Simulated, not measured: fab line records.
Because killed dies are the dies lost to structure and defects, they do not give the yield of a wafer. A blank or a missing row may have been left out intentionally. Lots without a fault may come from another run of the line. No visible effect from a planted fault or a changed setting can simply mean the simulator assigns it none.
fab line records / flow gf180mcu
record lots=14 wafers=42 last-day=34
route steps=602 shown VT_IMPLANT@119 CONTACT@311 M1@315
lots that met no fault: taken from a fault-free run of the same line
start-h: start of the lot's first displayed wafer, in hours after the record's first day / wait-h: hours elapsed since this lot's preceding step / " repeats the value in the row above / L1.1+2: one row covering several wafers at once / - value missing, or start not given / * or withheld: withheld / < > ~ a bound
route shown NAME@n: NAME is a module with steps in the file, n the number in the route of the first one / usual: mean/standard deviation taken from wafers without a fault / same: alike in all rows / chamber/n: place in a boat / sites: each site's reading / _std_site: standard deviation across them / _edge_site: inner sites' mean taken away from outer sites' mean / radius-mm: for every site, how far away it sits from the centre of the wafer / mask NAME#n: copy n / behind: tool/chamber where the wafer was last shaped / hold: reason for holding the lot/hours on hold/outcome of the hold / device: transistor that didn't switch, given as n, p or np / end of line: the route-end tests of the same wafers / a step given without rows: its recipe and nothing more / killed: count of dies lost to structure and defects at first sort (not the wafer's yield) / map: dies across one wafer; x = killed, . = not, _ = none there
set.NAME: the setting as run; set.NAME@STEP: as run at that earlier step / model.NAME: the simulator's own value behind a step, which no gauge read
one table for each step of the route and one row for each wafer, over a sample of lots
services: from which hour (start-h, from the record's first day; less than 0 if before it) a tool's chamber was out of use, for how many hours, and why
## steps
# step GF_VT_IMPLANT_OVL_MEAS_29
# usual VT_IMPLANT_02_OVL=-1.1/1.2
lot.wafer=L400.4 tool=overlay-01 chamber=- start-h=148.79 wait-h=0.1 VT_IMPLANT_02_OVL[nm]=0.3
lot.wafer=L400.5 tool=overlay-01 chamber=- start-h=148.79 wait-h=0.1 VT_IMPLANT_02_OVL[nm]=-1.9
lot.wafer=L400.6 tool=overlay-01 chamber=- start-h=148.79 wait-h=0.1 VT_IMPLANT_02_OVL[nm]=-1.5
lot.wafer=L401.1 tool=overlay-01 chamber=- start-h=157.04 wait-h=0.1 VT_IMPLANT_02_OVL[nm]=-1.6
lot.wafer=L401.2 tool=overlay-01 chamber=- start-h=157.04 wait-h=0.1 VT_IMPLANT_02_OVL[nm]=-1.5
lot.wafer=L401.4 tool=overlay-01 chamber=- start-h=157.04 wait-h=0.1 VT_IMPLANT_02_OVL[nm]=-1.0
lot.wafer=L403.3 tool=overlay-02 chamber=- start-h=168.60 wait-h=0.1 VT_IMPLANT_02_OVL[nm]=-0.8
lot.wafer=L403.4 tool=overlay-02 chamber=- start-h=168.60 wait-h=0.1 VT_IMPLANT_02_OVL[nm]=-1.0
lot.wafer=L403.6 tool=overlay-02 chamber=- start-h=168.60 wait-h=0.1 VT_IMPLANT_02_OVL[nm]=-0.5
lot.wafer=L404.1 tool=overlay-02 chamber=- start-h=172.09 wait-h=0.1 VT_IMPLANT_02_OVL[nm]=-0.9
lot.wafer=L404.4 tool=overlay-02 chamber=- start-h=172.09 wait-h=0.1 VT_IMPLANT_02_OVL[nm]=-1.8
lot.wafer=L404.5 tool=overlay-02 chamber=- start-h=172.09 wait-h=0.1 VT_IMPLANT_02_OVL[nm]=-1.7
lot.wafer=L405.1 tool=overlay-02 chamber=- start-h=181.29 wait-h=0.1 VT_IMPLANT_02_OVL[nm]=-1.6
lot.wafer=L405.2 tool=overlay-02 chamber=- start-h=181.29 wait-h=0.1 VT_IMPLANT_02_OVL[nm]=-3.2
lot.wafer=L405.3 tool=overlay-02 chamber=- start-h=181.29 wait-h=0.1 VT_IMPLANT_02_OVL[nm]=-1.6
lot.wafer=L406.2 tool=overlay-01 chamber=- start-h=188.28 wait-h=0.1 VT_IMPLANT_02_OVL[nm]=-0.8
lot.wafer=L406.4 tool=overlay-01 chamber=- start-h=188.28 wait-h=0.1 VT_IMPLANT_02_OVL[nm]=-1.1
lot.wafer=L406.5 tool=overlay-01 chamber=- start-h=188.28 wait-h=0.1 VT_IMPLANT_02_OVL[nm]=0.1
lot.wafer=L407.1 tool=overlay-01 chamber=- start-h=195.99 wait-h=0.1 VT_IMPLANT_02_OVL[nm]=-1.9
lot.wafer=L407.2 tool=overlay-01 chamber=- start-h=195.99 wait-h=0.1 VT_IMPLANT_02_OVL[nm]=-0.9
lot.wafer=L407.5 tool=overlay-01 chamber=- start-h=195.99 wait-h=0.1 VT_IMPLANT_02_OVL[nm]=-3.1
lot.wafer=L410.2 tool=overlay-01 chamber=- start-h=217.60 wait-h=0.1 VT_IMPLANT_02_OVL[nm]=-1.4
lot.wafer=L410.4 tool=overlay-01 chamber=- start-h=217.60 wait-h=0.1 VT_IMPLANT_02_OVL[nm]=-2.6
lot.wafer=L410.6 tool=overlay-01 chamber=- start-h=217.60 wait-h=0.1 VT_IMPLANT_02_OVL[nm]=-2.8
lot.wafer=L414.3 tool=overlay-02 chamber=- start-h=243.05 wait-h=0.1 VT_IMPLANT_02_OVL[nm]=-1.1
lot.wafer=L414.4 tool=overlay-02 chamber=- start-h=243.05 wait-h=0.1 VT_IMPLANT_02_OVL[nm]=-0.7
lot.wafer=L414.5 tool=overlay-02 chamber=- start-h=243.05 wait-h=0.1 VT_IMPLANT_02_OVL[nm]=-1.5
lot.wafer=L417.2 tool=overlay-01 chamber=- start-h=258.85 wait-h=0.1 VT_IMPLANT_02_OVL[nm]=0.2
lot.wafer=L417.5 tool=overlay-01 chamber=- start-h=258.85 wait-h=0.1 VT_IMPLANT_02_OVL[nm]=0.6
lot.wafer=L417.6 tool=overlay-01 chamber=- start-h=258.85 wait-h=0.1 VT_IMPLANT_02_OVL[nm]=-1.1
lot.wafer=L419.2 tool=overlay-01 chamber=- start-h=269.88 wait-h=0.1 VT_IMPLANT_02_OVL[nm]=-2.7
lot.wafer=L419.3 tool=overlay-01 chamber=- start-h=269.88 wait-h=0.1 VT_IMPLANT_02_OVL[nm]=-1.9
lot.wafer=L419.6 tool=overlay-01 chamber=- start-h=269.88 wait-h=0.1 VT_IMPLANT_02_OVL[nm]=-2.3
lot.wafer=L420.2 tool=overlay-01 chamber=- start-h=278.99 wait-h=0.1 VT_IMPLANT_02_OVL[nm]=-0.4
lot.wafer=L420.4 tool=overlay-01 chamber=- start-h=278.99 wait-h=0.1 VT_IMPLANT_02_OVL[nm]=-0.7
lot.wafer=L420.5 tool=overlay-01 chamber=- start-h=278.99 wait-h=0.1 VT_IMPLANT_02_OVL[nm]=-1.2
lot.wafer=L421.3 tool=overlay-02 chamber=- start-h=284.30 wait-h=0.1 VT_IMPLANT_02_OVL[nm]=-0.9
lot.wafer=L421.4 tool=overlay-02 chamber=- start-h=284.30 wait-h=0.1 VT_IMPLANT_02_OVL[nm]=-1.7
lot.wafer=L421.6 tool=overlay-02 chamber=- start-h=284.30 wait-h=0.1 VT_IMPLANT_02_OVL[nm]=-3.0
lot.wafer=L422.4 tool=overlay-01 chamber=- start-h=290.64 wait-h=0.1 VT_IMPLANT_02_OVL[nm]=-0.1
lot.wafer=L422.5 tool=overlay-01 chamber=- start-h=290.64 wait-h=0.1 VT_IMPLANT_02_OVL[nm]=-0.6
lot.wafer=L422.6 tool=overlay-01 chamber=- start-h=290.64 wait-h=0.1 VT_IMPLANT_02_OVL[nm]=-1.1
# step GF_VT_IMPLANT_IMPLANT_30
# recipe species=B energy-kev=25 dose-cm2=2.534e+12 tilt-deg=7
# usual dose-ions-cm2=2.5341e+12/2.9e+09 end-station-pressure-torr=4.97e-06/2.6e-07
lot.wafer=L400.4 tool=implanter-03 chamber=0 start-h=148.89 wait-h=0.1 dose-ions-cm2=2.535e+12 end-station-pressure-torr=4.33e-06
lot.wafer=L400.5 tool=implanter-03 chamber=0 start-h=148.89 wait-h=0.1 dose-ions-cm2=2.5342e+12 end-station-pressure-torr=5.05e-06
lot.wafer=L400.6 tool=implanter-03 chamber=0 start-h=148.89 wait-h=0.1 dose-ions-cm2=2.5334e+12 end-station-pressure-torr=4.86e-06
lot.wafer=L401.1 tool=implanter-03 chamber=0 start-h=157.08 wait-h=0.0 dose-ions-cm2=2.5327e+12 end-station-pressure-torr=5.48e-06
lot.wafer=L401.2 tool=implanter-03 chamber=0 start-h=157.08 wait-h=0.0 dose-ions-cm2=2.5352e+12 end-station-pressure-torr=4.9e-06
lot.wafer=L401.4 tool=implanter-03 chamber=0 start-h=157.08 wait-h=0.0 dose-ions-cm2=2.5348e+12 end-station-pressure-torr=5.5e-06
lot.wafer=L403.3 tool=implanter-03 chamber=0 start-h=168.68 wait-h=0.1 dose-ions-cm2=2.5372e+12 end-station-pressure-torr=4.93e-06
lot.wafer=L403.4 tool=implanter-03 chamber=0 start-h=168.68 wait-h=0.1 dose-ions-cm2=2.5345e+12 end-station-pressure-torr=4.84e-06
lot.wafer=L403.6 tool=implanter-03 chamber=0 start-h=168.68 wait-h=0.1 dose-ions-cm2=2.5341e+12 end-station-pressure-torr=5.43e-06
lot.wafer=L404.1 tool=implanter-02 chamber=0 start-h=172.13 wait-h=0.0 dose-ions-cm2=2.5366e+12 end-station-pressure-torr=4.22e-06
lot.wafer=L404.4 tool=implanter-02 chamber=0 start-h=172.13 wait-h=0.0 dose-ions-cm2=2.5369e+12 end-station-pressure-torr=5.21e-06
lot.wafer=L404.5 tool=implanter-02 chamber=0 start-h=172.13 wait-h=0.0 dose-ions-cm2=2.5344e+12 end-station-pressure-torr=4.92e-06
lot.wafer=L405.1 tool=implanter-03 chamber=0 start-h=181.32 wait-h=0.0 dose-ions-cm2=2.5322e+12 end-station-pressure-torr=4.87e-06
lot.wafer=L405.2 tool=implanter-03 chamber=0 start-h=181.32 wait-h=0.0 dose-ions-cm2=2.5336e+12 end-station-pressure-torr=4.94e-06
lot.wafer=L405.3 tool=implanter-03 chamber=0 start-h=181.32 wait-h=0.0 dose-ions-cm2=2.5357e+12 end-station-pressure-torr=5.1e-06
lot.wafer=L406.2 tool=implanter-03 chamber=0 start-h=188.34 wait-h=0.0 dose-ions-cm2=2.4378e+12 end-station-pressure-torr=4.92e-06
lot.wafer=L406.4 tool=implanter-03 chamber=0 start-h=188.34 wait-h=0.0 dose-ions-cm2=2.4339e+12 end-station-pressure-torr=5.19e-06
lot.wafer=L406.5 tool=implanter-03 chamber=0 start-h=188.34 wait-h=0.0 dose-ions-cm2=2.4376e+12 end-station-pressure-torr=5.06e-06
lot.wafer=L407.1 tool=implanter-02 chamber=0 start-h=196.03 wait-h=0.0 dose-ions-cm2=2.5306e+12 end-station-pressure-torr=4.57e-06
lot.wafer=L407.2 tool=implanter-02 chamber=0 start-h=196.03 wait-h=0.0 dose-ions-cm2=2.5314e+12 end-station-pressure-torr=4.75e-06
lot.wafer=L407.5 tool=implanter-02 chamber=0 start-h=196.03 wait-h=0.0 dose-ions-cm2=2.5348e+12 end-station-pressure-torr=5.05e-06
lot.wafer=L410.2 tool=implanter-03 chamber=0 start-h=217.65 wait-h=0.0 dose-ions-cm2=2.4364e+12 end-station-pressure-torr=5.04e-06
lot.wafer=L410.4 tool=implanter-03 chamber=0 start-h=217.65 wait-h=0.0 dose-ions-cm2=2.4389e+12 end-station-pressure-torr=5.65e-06
lot.wafer=L410.6 tool=implanter-03 chamber=0 start-h=217.65 wait-h=0.0 dose-ions-cm2=2.4341e+12 end-station-pressure-torr=5.11e-06
lot.wafer=L414.3 tool=implanter-02 chamber=0 start-h=243.13 wait-h=0.1 dose-ions-cm2=2.5337e+12 end-station-pressure-torr=4.82e-06
lot.wafer=L414.4 tool=implanter-02 chamber=0 start-h=243.13 wait-h=0.1 dose-ions-cm2=2.5335e+12 end-station-pressure-torr=4.58e-06
lot.wafer=L414.5 tool=implanter-02 chamber=0 start-h=243.13 wait-h=0.1 dose-ions-cm2=2.5359e+12 end-station-pressure-torr=4.9e-06
lot.wafer=L417.2 tool=implanter-02 chamber=0 start-h=258.90 wait-h=0.0 dose-ions-cm2=2.5335e+12 end-station-pressure-torr=5.34e-06
lot.wafer=L417.5 tool=implanter-02 chamber=0 start-h=258.90 wait-h=0.0 dose-ions-cm2=2.534e+12 end-station-pressure-torr=5.05e-06
lot.wafer=L417.6 tool=implanter-02 chamber=0 start-h=258.90 wait-h=0.0 dose-ions-cm2=2.5344e+12 end-station-pressure-torr=4.92e-06
lot.wafer=L419.2 tool=implanter-03 chamber=0 start-h=269.94 wait-h=0.0 dose-ions-cm2=2.5356e+12 end-station-pressure-torr=4.93e-06
lot.wafer=L419.3 tool=implanter-03 chamber=0 start-h=269.94 wait-h=0.0 dose-ions-cm2=2.5423e+12 end-station-pressure-torr=5.04e-06
lot.wafer=L419.6 tool=implanter-03 chamber=0 start-h=269.94 wait-h=0.0 dose-ions-cm2=2.5347e+12 end-station-pressure-torr=5.32e-06
lot.wafer=L420.2 tool=implanter-03 chamber=0 start-h=279.05 wait-h=0.0 dose-ions-cm2=2.5337e+12 end-station-pressure-torr=5.23e-06
lot.wafer=L420.4 tool=implanter-03 chamber=0 start-h=279.05 wait-h=0.0 dose-ions-cm2=2.534e+12 end-station-pressure-torr=4.59e-06
lot.wafer=L420.5 tool=implanter-03 chamber=0 start-h=279.05 wait-h=0.0 dose-ions-cm2=2.531e+12 end-station-pressure-torr=5.14e-06
lot.wafer=L421.3 tool=implanter-02 chamber=0 start-h=284.38 wait-h=0.1 dose-ions-cm2=2.5378e+12 end-station-pressure-torr=5.06e-06
lot.wafer=L421.4 tool=implanter-02 chamber=0 start-h=284.38 wait-h=0.1 dose-ions-cm2=2.5361e+12 end-station-pressure-torr=5.17e-06
lot.wafer=L421.6 tool=implanter-02 chamber=0 start-h=284.38 wait-h=0.1 dose-ions-cm2=2.5385e+12 end-station-pressure-torr=4.69e-06
lot.wafer=L422.4 tool=implanter-02 chamber=0 start-h=290.74 wait-h=0.1 dose-ions-cm2=2.5297e+12 end-station-pressure-torr=4.79e-06
lot.wafer=L422.5 tool=implanter-02 chamber=0 start-h=290.74 wait-h=0.1 dose-ions-cm2=2.5317e+12 end-station-pressure-torr=4.41e-06
lot.wafer=L422.6 tool=implanter-02 chamber=0 start-h=290.74 wait-h=0.1 dose-ions-cm2=2.5355e+12 end-station-pressure-torr=5.34e-06
# step GF_CONTACT_CVD_24
# recipe material=W target-thk-nm=300 time-s=90.339 temp-c=400 pressure-torr=40
# usual heater-power-w=871/120
lot.wafer=L400.4 tool=cvd-w-01 chamber=1 start-h=372.34 wait-h=0.1 heater-power-w=990
lot.wafer=L400.5 tool=cvd-w-01 chamber=1 start-h=372.34 wait-h=0.1 heater-power-w=1014
lot.wafer=L400.6 tool=cvd-w-01 chamber=0 start-h=372.34 wait-h=0.1 heater-power-w=714
lot.wafer=L401.1 tool=cvd-w-02 chamber=0 start-h=382.25 wait-h=0.0 heater-power-w=962
lot.wafer=L401.2 tool=cvd-w-02 chamber=1 start-h=382.25 wait-h=0.0 heater-power-w=812
lot.wafer=L401.4 tool=cvd-w-02 chamber=0 start-h=382.25 wait-h=0.0 heater-power-w=947
lot.wafer=L403.3 tool=cvd-w-01 chamber=0 start-h=398.43 wait-h=0.1 heater-power-w=734
lot.wafer=L403.4 tool=cvd-w-01 chamber=1 start-h=398.43 wait-h=0.1 heater-power-w=1005
lot.wafer=L403.6 tool=cvd-w-01 chamber=0 start-h=398.43 wait-h=0.1 heater-power-w=724
lot.wafer=L404.1 tool=cvd-w-01 chamber=0 start-h=402.09 wait-h=0.0 heater-power-w=740
lot.wafer=L404.4 tool=cvd-w-01 chamber=0 start-h=402.09 wait-h=0.0 heater-power-w=742
lot.wafer=L404.5 tool=cvd-w-01 chamber=1 start-h=402.09 wait-h=0.0 heater-power-w=1038
lot.wafer=L405.1 tool=cvd-w-02 chamber=1 start-h=417.39 wait-h=0.0 heater-power-w=763
lot.wafer=L405.2 tool=cvd-w-02 chamber=0 start-h=417.39 wait-h=0.0 heater-power-w=901
lot.wafer=L405.3 tool=cvd-w-02 chamber=1 start-h=417.39 wait-h=0.0 heater-power-w=785
lot.wafer=L406.2 tool=cvd-w-01 chamber=0 start-h=425.45 wait-h=0.0 heater-power-w=749
lot.wafer=L406.4 tool=cvd-w-01 chamber=1 start-h=425.45 wait-h=0.0 heater-power-w=997
lot.wafer=L406.5 tool=cvd-w-01 chamber=1 start-h=425.45 wait-h=0.0 heater-power-w=1010
lot.wafer=L407.1 tool=cvd-w-01 chamber=0 start-h=436.83 wait-h=0.0 heater-power-w=727
lot.wafer=L407.2 tool=cvd-w-01 chamber=1 start-h=436.83 wait-h=0.0 heater-power-w=1034
lot.wafer=L407.5 tool=cvd-w-01 chamber=0 start-h=436.83 wait-h=0.0 heater-power-w=732
lot.wafer=L410.2 tool=cvd-w-01 chamber=0 start-h=467.12 wait-h=0.0 heater-power-w=737
lot.wafer=L410.4 tool=cvd-w-01 chamber=0 start-h=467.12 wait-h=0.0 heater-power-w=746
lot.wafer=L410.6 tool=cvd-w-01 chamber=0 start-h=467.12 wait-h=0.0 heater-power-w=766
lot.wafer=L414.3 tool=cvd-w-01 chamber=1 start-h=504.68 wait-h=0.1 heater-power-w=1030
lot.wafer=L414.4 tool=cvd-w-01 chamber=0 start-h=504.68 wait-h=0.1 heater-power-w=747
lot.wafer=L414.5 tool=cvd-w-01 chamber=0 start-h=504.68 wait-h=0.1 heater-power-w=747
lot.wafer=L417.2 tool=cvd-w-02 chamber=0 start-h=523.02 wait-h=0.0 heater-power-w=903
lot.wafer=L417.5 tool=cvd-w-02 chamber=0 start-h=523.02 wait-h=0.0 heater-power-w=883
lot.wafer=L417.6 tool=cvd-w-02 chamber=1 start-h=523.02 wait-h=0.0 heater-power-w=799
lot.wafer=L419.2 tool=cvd-w-01 chamber=0 start-h=535.02 wait-h=0.0 heater-power-w=757
lot.wafer=L419.3 tool=cvd-w-01 chamber=1 start-h=535.02 wait-h=0.0 heater-power-w=1025
lot.wafer=L419.6 tool=cvd-w-01 chamber=0 start-h=535.02 wait-h=0.0 heater-power-w=775
lot.wafer=L420.2 tool=cvd-w-01 chamber=1 start-h=544.34 wait-h=0.0 heater-power-w=1043
lot.wafer=L420.4 tool=cvd-w-01 chamber=1 start-h=544.34 wait-h=0.0 heater-power-w=1046
lot.wafer=L420.5 tool=cvd-w-01 chamber=1 start-h=544.34 wait-h=0.0 heater-power-w=1027
lot.wafer=L421.3 tool=cvd-w-02 chamber=0 start-h=550.11 wait-h=0.1 heater-power-w=857
lot.wafer=L421.4 tool=cvd-w-02 chamber=1 start-h=550.11 wait-h=0.1 heater-power-w=782
lot.wafer=L421.6 tool=cvd-w-02 chamber=0 start-h=550.11 wait-h=0.1 heater-power-w=904
lot.wafer=L422.4 tool=cvd-w-02 chamber=1 start-h=560.32 wait-h=0.1 heater-power-w=783
lot.wafer=L422.5 tool=cvd-w-02 chamber=1 start-h=560.32 wait-h=0.1 heater-power-w=791
lot.wafer=L422.6 tool=cvd-w-02 chamber=0 start-h=560.32 wait-h=0.1 heater-power-w=884
# step GF_M1_SPUTTER_00
# recipe material=Ti target-thk-nm=37.5 arriving-ion-energy-ev=80 substrate-temp-c=200 chamber-pressure-pa=2 power-w=4000 time-s=150
# usual throttle-valve-pct=29.7/0.78
lot.wafer=L400.4 tool=pvd-sputter-01 chamber=- start-h=372.88 wait-h=0.2 throttle-valve-pct=30.1
lot.wafer=L400.5 tool=pvd-sputter-01 chamber=- start-h=372.88 wait-h=0.2 throttle-valve-pct=30.2
lot.wafer=L400.6 tool=pvd-sputter-01 chamber=- start-h=372.88 wait-h=0.2 throttle-valve-pct=29.5
lot.wafer=L401.1 tool=pvd-sputter-02 chamber=- start-h=382.83 wait-h=0.1 throttle-valve-pct=30.6
lot.wafer=L401.2 tool=pvd-sputter-02 chamber=- start-h=382.83 wait-h=0.1 throttle-valve-pct=29.9
lot.wafer=L401.4 tool=pvd-sputter-02 chamber=- start-h=382.83 wait-h=0.1 throttle-valve-pct=29.9
lot.wafer=L403.3 tool=pvd-sputter-02 chamber=- start-h=398.99 wait-h=0.2 throttle-valve-pct=29.2
lot.wafer=L403.4 tool=pvd-sputter-02 chamber=- start-h=398.99 wait-h=0.2 throttle-valve-pct=31.2
lot.wafer=L403.6 tool=pvd-sputter-02 chamber=- start-h=398.99 wait-h=0.2 throttle-valve-pct=30.7
lot.wafer=L404.1 tool=pvd-sputter-01 chamber=- start-h=402.67 wait-h=0.2 throttle-valve-pct=30.0
lot.wafer=L404.4 tool=pvd-sputter-01 chamber=- start-h=402.67 wait-h=0.2 throttle-valve-pct=30.1
lot.wafer=L404.5 tool=pvd-sputter-01 chamber=- start-h=402.67 wait-h=0.2 throttle-valve-pct=29.9
lot.wafer=L405.1 tool=pvd-sputter-01 chamber=- start-h=417.99 wait-h=0.1 throttle-valve-pct=29.8
lot.wafer=L405.2 tool=pvd-sputter-01 chamber=- start-h=417.99 wait-h=0.1 throttle-valve-pct=30.0
lot.wafer=L405.3 tool=pvd-sputter-01 chamber=- start-h=417.99 wait-h=0.1 throttle-valve-pct=30.1
lot.wafer=L406.2 tool=pvd-sputter-01 chamber=- start-h=426.03 wait-h=0.2 throttle-valve-pct=29.6
lot.wafer=L406.4 tool=pvd-sputter-01 chamber=- start-h=426.03 wait-h=0.2 throttle-valve-pct=29.7
lot.wafer=L406.5 tool=pvd-sputter-01 chamber=- start-h=426.03 wait-h=0.2 throttle-valve-pct=29.9
lot.wafer=L407.1 tool=pvd-sputter-01 chamber=- start-h=437.41 wait-h=0.1 throttle-valve-pct=29.7
lot.wafer=L407.2 tool=pvd-sputter-01 chamber=- start-h=437.41 wait-h=0.1 throttle-valve-pct=29.3
lot.wafer=L407.5 tool=pvd-sputter-01 chamber=- start-h=437.41 wait-h=0.1 throttle-valve-pct=30.1
lot.wafer=L410.2 tool=pvd-sputter-01 chamber=- start-h=467.70 wait-h=0.2 throttle-valve-pct=30.1
lot.wafer=L410.4 tool=pvd-sputter-01 chamber=- start-h=467.70 wait-h=0.2 throttle-valve-pct=29.3
lot.wafer=L410.6 tool=pvd-sputter-01 chamber=- start-h=467.70 wait-h=0.2 throttle-valve-pct=30.0
lot.wafer=L414.3 tool=pvd-sputter-03 chamber=- start-h=505.23 wait-h=0.1 throttle-valve-pct=29.4
lot.wafer=L414.4 tool=pvd-sputter-03 chamber=- start-h=505.23 wait-h=0.1 throttle-valve-pct=27.3
lot.wafer=L414.5 tool=pvd-sputter-03 chamber=- start-h=505.23 wait-h=0.1 throttle-valve-pct=27.3
lot.wafer=L417.2 tool=pvd-sputter-03 chamber=- start-h=523.60 wait-h=0.2 throttle-valve-pct=27.2
lot.wafer=L417.5 tool=pvd-sputter-03 chamber=- start-h=523.60 wait-h=0.2 throttle-valve-pct=30.6
lot.wafer=L417.6 tool=pvd-sputter-03 chamber=- start-h=523.60 wait-h=0.2 throttle-valve-pct=29.1
lot.wafer=L419.2 tool=pvd-sputter-03 chamber=- start-h=535.60 wait-h=0.1 throttle-valve-pct=30.7
lot.wafer=L419.3 tool=pvd-sputter-03 chamber=- start-h=535.60 wait-h=0.1 throttle-valve-pct=28.8
lot.wafer=L419.6 tool=pvd-sputter-03 chamber=- start-h=535.60 wait-h=0.1 throttle-valve-pct=29.1
lot.wafer=L420.2 tool=pvd-sputter-02 chamber=- start-h=544.92 wait-h=0.2 throttle-valve-pct=30.7
lot.wafer=L420.4 tool=pvd-sputter-02 chamber=- start-h=544.92 wait-h=0.2 throttle-valve-pct=29.7
lot.wafer=L420.5 tool=pvd-sputter-02 chamber=- start-h=544.92 wait-h=0.2 throttle-valve-pct=29.7
lot.wafer=L421.3 tool=pvd-sputter-02 chamber=- start-h=550.66 wait-h=0.2 throttle-valve-pct=30.5
lot.wafer=L421.4 tool=pvd-sputter-02 chamber=- start-h=550.66 wait-h=0.2 throttle-valve-pct=29.8
lot.wafer=L421.6 tool=pvd-sputter-02 chamber=- start-h=550.66 wait-h=0.2 throttle-valve-pct=29.8
lot.wafer=L422.4 tool=pvd-sputter-02 chamber=- start-h=560.86 wait-h=0.2 throttle-valve-pct=30.5
lot.wafer=L422.5 tool=pvd-sputter-02 chamber=- start-h=560.86 wait-h=0.2 throttle-valve-pct=29.8
lot.wafer=L422.6 tool=pvd-sputter-02 chamber=- start-h=560.86 wait-h=0.2 throttle-valve-pct=30.5
## services
tool=cvd-w-01 chamber=- start-h=135.81 hours=0.2 kind=repair
tool=pvd-sputter-02 chamber=- start-h=148.10 hours=2.7 kind=repair
tool=cvd-w-02 chamber=- start-h=170.96 hours=0.5 kind=repair
tool=cvd-w-02 chamber=- start-h=172.55 hours=1.5 kind=repair
tool=implanter-03 chamber=- start-h=214.63 hours=0.9 kind=repair
tool=cvd-w-02 chamber=1 start-h=257.09 hours=19.2 kind=repair
tool=cvd-w-01 chamber=- start-h=272.15 hours=6.0 kind=pm
tool=implanter-03 chamber=- start-h=279.20 hours=4.5 kind=repair
tool=pvd-sputter-02 chamber=- start-h=282.21 hours=4.5 kind=repair
tool=implanter-03 chamber=- start-h=302.01 hours=0.5 kind=repair
tool=pvd-sputter-01 chamber=- start-h=304.10 hours=13.4 kind=repair
tool=pvd-sputter-01 chamber=- start-h=330.14 hours=3.2 kind=repair
tool=pvd-sputter-01 chamber=- start-h=338.64 hours=9.3 kind=repair
tool=cvd-w-02 chamber=- start-h=390.00 hours=14.0 kind=pm
tool=cvd-w-02 chamber=0 start-h=437.05 hours=3.4 kind=repair
tool=cvd-w-02 chamber=- start-h=449.99 hours=15.6 kind=pm
tool=implanter-03 chamber=- start-h=464.02 hours=3.6 kind=repair
tool=implanter-02 chamber=- start-h=474.64 hours=3.5 kind=repair
tool=implanter-03 chamber=- start-h=478.64 hours=5.8 kind=pm
tool=implanter-02 chamber=- start-h=505.01 hours=3.7 kind=pm
tool=implanter-02 chamber=- start-h=511.51 hours=4.7 kind=repair
tool=pvd-sputter-01 chamber=- start-h=511.56 hours=2.7 kind=repair
tool=pvd-sputter-01 chamber=- start-h=532.31 hours=56.5 kind=repair
tool=cvd-w-01 chamber=- start-h=553.53 hours=2.8 kind=pm
## key
first-sign step=GF_VT_IMPLANT_IMPLANT_30 reading=dose-ions-cm2 direction=down sigmas=34 usual=2.5341e+12 struck=2.4365e+12
effect none on later readings
met-at GF_VT_IMPLANT_IMPLANT_30
struck-lots L406,L410
tester-left-out L406,L410
not-acting-at GF_VT_IMPLANT_OVL_MEAS_29,GF_CONTACT_CVD_24,GF_M1_SPUTTER_00
onset-between 181.32 188.34
fault kind=process-parameter-drift tool=implanter-03 chamber=- onset-h=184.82 steps=GF_VT_IMPLANT_IMPLANT_30 channel=dose-cm2 offset=-9.5577e+10 shape=step end-h=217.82 acts-in=these-recipes-only stated=2.534e+12
# tester-left-out: of these lots the tester's yield and bins aren't shown, on N5 and GAA mostly nor the transistor test; their killed dies are dies lost to structure and defects alone, not to doping, threshold or leakage, so they don't give the yield
